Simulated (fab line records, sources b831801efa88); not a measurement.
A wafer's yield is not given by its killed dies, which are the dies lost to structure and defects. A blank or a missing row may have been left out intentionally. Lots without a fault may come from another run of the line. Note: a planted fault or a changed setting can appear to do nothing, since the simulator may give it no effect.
Which tool is to blame? -- flow gf180mcu -- Sampling: 12 lots, 36 wafers, 4 of 602 route steps

== WHAT EACH GAUGE READ, for each wafer ==
Not one reading of a measure or inspect step in the record can be checked against a usual standard deviation.

== EACH LOT AND THE TOOL THAT RAN IT (in order: tool; ch and the chambers of the sampled wafers; start) ==
lot,GF_M3_STRIP_17,GF_V3_ETCH_16,GF_V3_STRIP_18,GF_TOP_METAL_SPUTTER_01
L804,"plasma-asher-04 ch 0, day 21 08:25","rie-diel-01 ch 0,3, day 22 08:55","plasma-asher-01 ch 0,1, day 22 09:02","pvd-sputter-03, day 27 05:08"
L803,"plasma-asher-04 ch 0,1, day 21 09:41","rie-diel-03 ch 1,3, day 22 10:14","plasma-asher-03 ch 0,1, day 22 10:23","pvd-sputter-02, day 27 06:04"
L805,"plasma-asher-03 ch 0,1, day 21 21:28","rie-diel-01 ch 0,2,3, day 22 22:16","plasma-asher-01 ch 0,1, day 22 22:23","pvd-sputter-01, day 27 19:01"
L806,"plasma-asher-04 ch 0,1, day 22 04:08","rie-diel-01 ch 0,2,3, day 23 04:25","plasma-asher-04 ch 0,1, day 23 04:32","pvd-sputter-03, day 27 23:20"
L808,"plasma-asher-04 ch 0,1, day 22 17:47","rie-diel-03 ch 1,2,3, day 23 16:33","plasma-asher-04 ch 0,1, day 23 16:43","pvd-sputter-01, day 28 08:20"
L811,"plasma-asher-04 ch 0,1, day 24 08:04","rie-diel-03 ch 1,2,3, day 25 07:01","plasma-asher-04 ch 0,1, day 25 07:08","pvd-sputter-02, day 29 18:50"
L813,"plasma-asher-04 ch 0,1, day 25 14:29","rie-diel-03 ch 2,3, day 26 12:31","plasma-asher-03 ch 0,1, day 26 12:38","pvd-sputter-03, day 30 22:25"
L817,"plasma-asher-04 ch 0,1, day 26 09:10","rie-diel-01 ch 1,2,3, day 27 07:07","plasma-asher-01 ch 1, day 27 07:14","pvd-sputter-01, day 31 13:04"
L819,"plasma-asher-04 ch 0, day 26 12:41","rie-diel-03 ch 1,3, day 27 10:36","plasma-asher-01 ch 1, day 27 10:44","pvd-sputter-01, day 31 17:34"
L821,"plasma-asher-04 ch 0,1, day 27 08:22","rie-diel-03 ch 0,1, day 28 05:38","plasma-asher-03 ch 0,1, day 28 05:47","pvd-sputter-02, day 32 09:01"
L822,"plasma-asher-04 ch 0,1, day 27 22:29","rie-diel-04 ch 0,2,3, day 28 19:52","plasma-asher-04 ch 0,1, day 28 20:00","pvd-sputter-02, day 32 20:14"
L826,"plasma-asher-02 ch 0,1, day 29 11:16","rie-diel-03 ch 0,3, day 30 06:56","plasma-asher-04 ch 1, day 30 07:04","pvd-sputter-02, day 34 02:43"
- GF_M3_STRIP_17: strips in O2/N2.
- GF_V3_ETCH_16: etches BARC in N2/H2.
- GF_V3_STRIP_18: strips in O2/N2.
- GF_TOP_METAL_SPUTTER_01: material TiN, target thk 30 nm, time 25 s.

== WHAT THE TOOLS THEMSELVES READ (means of the sampled wafers that have a number; where no wafer has one, the mark that the record gives instead) ==
GF_M3_STRIP_17. Usual: drypump-motor-current-A 5.8 A, standard deviation 0.38; heater-power-w 331 W, standard deviation 47; oes-product-au 0.537 a.u., standard deviation 0.0047; strip-time-to-endpoint-s 7.37 s, standard deviation 0.047.
lot,tool,drypump-motor-current-A (A),heater-power-w (W),oes-product-au (a.u.),strip-time-to-endpoint-s (s),flag
L804,plasma-asher-04,5.6,351,0.532,7.33,
L803,plasma-asher-04,6.0,303,0.535,7.28,
L805,plasma-asher-03,5.2,348,0.538,7.38,
L806,plasma-asher-04,5.8,330,0.539,7.36,
L808,plasma-asher-04,5.7,329,0.537,7.37,
L811,plasma-asher-04,6.0,302,0.535,7.38,
L813,plasma-asher-04,5.8,328,0.535,7.35,
L817,plasma-asher-04,5.8,324,0.535,7.39,
L819,plasma-asher-04,5.6,353,0.538,7.43,
L821,plasma-asher-04,6.0,303,0.541,7.37,
L822,plasma-asher-04,5.8,326,0.535,7.41,
L826,plasma-asher-02,6.0,367,0.535,7.40,

GF_V3_ETCH_16. Usual: drypump-motor-current-A 5.8 A, standard deviation 0.39; oes-product-au 0.855 a.u., standard deviation 0.0049; throttle-valve-pct 13.224 %, standard deviation 0.0094.
lot,tool,drypump-motor-current-A (A),oes-product-au (a.u.),throttle-valve-pct (%),flag
L804,rie-diel-01,6.5,0.857,13.230,
L803,rie-diel-03,5.5,0.854,13.224,
L805,rie-diel-01,6.3,0.859,13.227,
L806,rie-diel-01,6.3,0.855,13.223,
L808,rie-diel-03,5.5,0.852,13.225,
L811,rie-diel-03,5.6,0.851,13.226,
L813,rie-diel-03,5.6,0.858,13.222,
L817,rie-diel-01,5.9,0.853,13.216,
L819,rie-diel-03,5.4,0.854,13.219,
L821,rie-diel-03,5.5,0.857,13.228,
L822,rie-diel-04,6.2,0.849,13.227,
L826,rie-diel-03,5.5,0.851,13.224,

GF_V3_STRIP_18. Usual: drypump-motor-current-A 5.7 A, standard deviation 0.36; heater-power-w 333 W, standard deviation 28; oes-product-au 0.593 a.u., standard deviation 0.0049.
lot,tool,drypump-motor-current-A (A),heater-power-w (W),oes-product-au (a.u.),flag
L804,plasma-asher-01,5.8,321,0.592,
L803,plasma-asher-03,5.4,348,0.599,
L805,plasma-asher-01,5.9,335,0.597,
L806,plasma-asher-04,6.1,303,0.592,
L808,plasma-asher-04,6.0,305,0.593,
L811,plasma-asher-04,5.8,329,0.598,
L813,plasma-asher-03,5.2,354,0.596,
L817,plasma-asher-01,6.0,358,0.594,
L819,plasma-asher-01,6.0,354,0.592,
L821,plasma-asher-03,5.4,355,0.596,
L822,plasma-asher-04,6.0,305,0.592,
L826,plasma-asher-04,6.2,280,0.598,

GF_TOP_METAL_SPUTTER_01. Usual: cathode-dc-power-W 6500.1 W, standard deviation 1.3; throttle-valve-pct 29.3 %, standard deviation 1.2.
lot,tool,cathode-dc-power-W (W),throttle-valve-pct (%),flag
L804,pvd-sputter-03,6500.2,28.1,
L803,pvd-sputter-02,6501.5,29.3,
L805,pvd-sputter-01,6500.1,30.8,
L806,pvd-sputter-03,6500.5,28.6,
L808,pvd-sputter-01,6500.0,30.6,
L811,pvd-sputter-02,6501.0,29.4,
L813,pvd-sputter-03,6501.1,28.0,
L817,pvd-sputter-01,6053.9,29.7,OFF
L819,pvd-sputter-01,6055.4,30.1,OFF
L821,pvd-sputter-02,6499.9,30.1,
L822,pvd-sputter-02,6499.4,29.5,
L826,pvd-sputter-02,6500.7,29.2,

== THE ANSWER, worked out from the rows above alone ==
Rule: lot off if the mean of its wafers having a number is beyond 3 standard deviations from the usual mean. Also off: a lot with no number at a reading for which 4 or more lots have one. All remaining lots with rows at the step are treated as sound. First the gauges in route order, then the tools' own readings, where a lot's mean is used as printed above. At the first step where some lot is off, the reading lying furthest off is the one used; lots without a number count as furthest.
Off: L817, L819 (GF_TOP_METAL_SPUTTER_01, cathode-dc-power-W).
A tool fits if, at that step or a process step before it, it ran every lot that is off, and no sound lot after the first of them. Undecided on this evidence; 2 tools fit (plasma-asher-01 at GF_V3_STRIP_18, pvd-sputter-01 at GF_TOP_METAL_SPUTTER_01).

== WHAT THE SIMULATOR HAD PUT IN ==
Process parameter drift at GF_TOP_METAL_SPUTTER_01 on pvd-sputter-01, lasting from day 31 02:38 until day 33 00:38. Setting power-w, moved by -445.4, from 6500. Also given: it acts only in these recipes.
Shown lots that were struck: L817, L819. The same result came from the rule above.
